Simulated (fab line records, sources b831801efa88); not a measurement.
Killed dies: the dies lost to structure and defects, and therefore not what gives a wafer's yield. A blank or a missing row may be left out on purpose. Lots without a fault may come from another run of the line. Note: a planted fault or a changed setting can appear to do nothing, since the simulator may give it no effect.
One fault seen from 2 desks / flow gf180mcu / each desk holds nothing but its own numbers, with what lay behind them at the end

AT THE METROLOGY DESK
Means of the sampled wafers that have a number, per lot and without regard to the tool the lot ran on: this is what the gauges read. Marked OUT: a lot whose mean sits more than 4 standard deviations from the usual mean, which makes it out of limits; the brackets give that distance.
Columns: A = V2_W_RS at GF_V2_RS_MEAS_24, usual 0.327 ohm/sq; B = V2_W_THK at GF_V2_THK_MEAS_25, usual 358 nm
lot=L887; first seen here=day 20 06:28; A=0.323; B=360
lot=L888; first seen here=day 20 13:57; A=0.329; B=357
lot=L890; first seen here=day 21 14:30; A=0.327; B=355
lot=L892; first seen here=day 22 00:56; A=0.323; B=361
lot=L894; first seen here=day 23 02:03; A=0.328; B=358
lot=L897; first seen here=day 24 00:33; A=0.310; B=384
lot=L898; first seen here=day 24 06:47; A=0.312; B=374
lot=L899; first seen here=day 24 14:31; A=0.306 (-4.8) OUT; B=381
lot=L905; first seen here=day 26 11:29; A=0.329; B=355
lot=L909; first seen here=day 27 19:29; A=0.325; B=357
lot=L910; first seen here=day 28 04:06; A=0.325; B=359
Per this desk, out of limits: L899; the first was L899, day 24 14:31 (V2_W_RS at GF_V2_RS_MEAS_24). L887, L888, L890, L892, L894, L897, L898, L905, L909, L910 stayed within limits.

DESK OF THE TOOL OWNER: cvd w-02
The tool's own readings at GF_V2_CVD_23 (deposits W, target thk 350 nm, time 104.94 s): means of the sampled wafers that have a number, for each lot that ran on this tool. Marked OUT: a lot whose mean sits more than 4 standard deviations from the usual mean, which makes it out of limits; the brackets give that distance.
Columns: A = heater power w at GF_V2_CVD_23, usual 815 W; B = susceptor temp C at GF_V2_CVD_23, usual 399.98 C
lot=L888; first seen here=day 20 13:50; A=830; B=399.76
lot=L890; first seen here=day 21 14:23; A=832; B=399.70
lot=L892; first seen here=day 22 00:48; A=866; B=399.84
lot=L894; first seen here=day 23 01:55; A=835; B=400.18
lot=L897; first seen here=day 24 00:22; A=836; B=403.31 (+16) OUT
lot=L898; first seen here=day 24 06:34; A=831; B=402.98 (+14) OUT
lot=L899; first seen here=day 24 14:23; A=880; B=403.27 (+16) OUT
lot=L909; first seen here=day 27 19:22; A=836; B=399.87
lot=L910; first seen here=day 28 03:58; A=830; B=400.01
Finding of this desk: L897, L898, L899 out of limits; the first was L897 at day 24 00:22, on susceptor temp C at GF_V2_CVD_23. L888, L890, L892, L894, L909, L910 stayed within limits.

ALL TOGETHER
On L897, L898, L899, at day 24 00:22, an alarm was possible from the tool owner's desk.
L899 would have let the metrology desk raise an alarm at day 24 14:31.
The metrology desk has L897, L898 on record, within its limits.
GF_V2_CVD_23 was run on cvd w-02 by each of the lots named.

WHAT THE SIMULATOR HAD PUT IN
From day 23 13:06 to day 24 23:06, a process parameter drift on cvd w-02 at GF_V2_CVD_23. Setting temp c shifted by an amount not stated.
Lots struck among those shown: L897, L898, L899.
Hours from the fault's start to each desk's first reading out of limits: the tool owner's desk, 11; the metrology desk, 25.
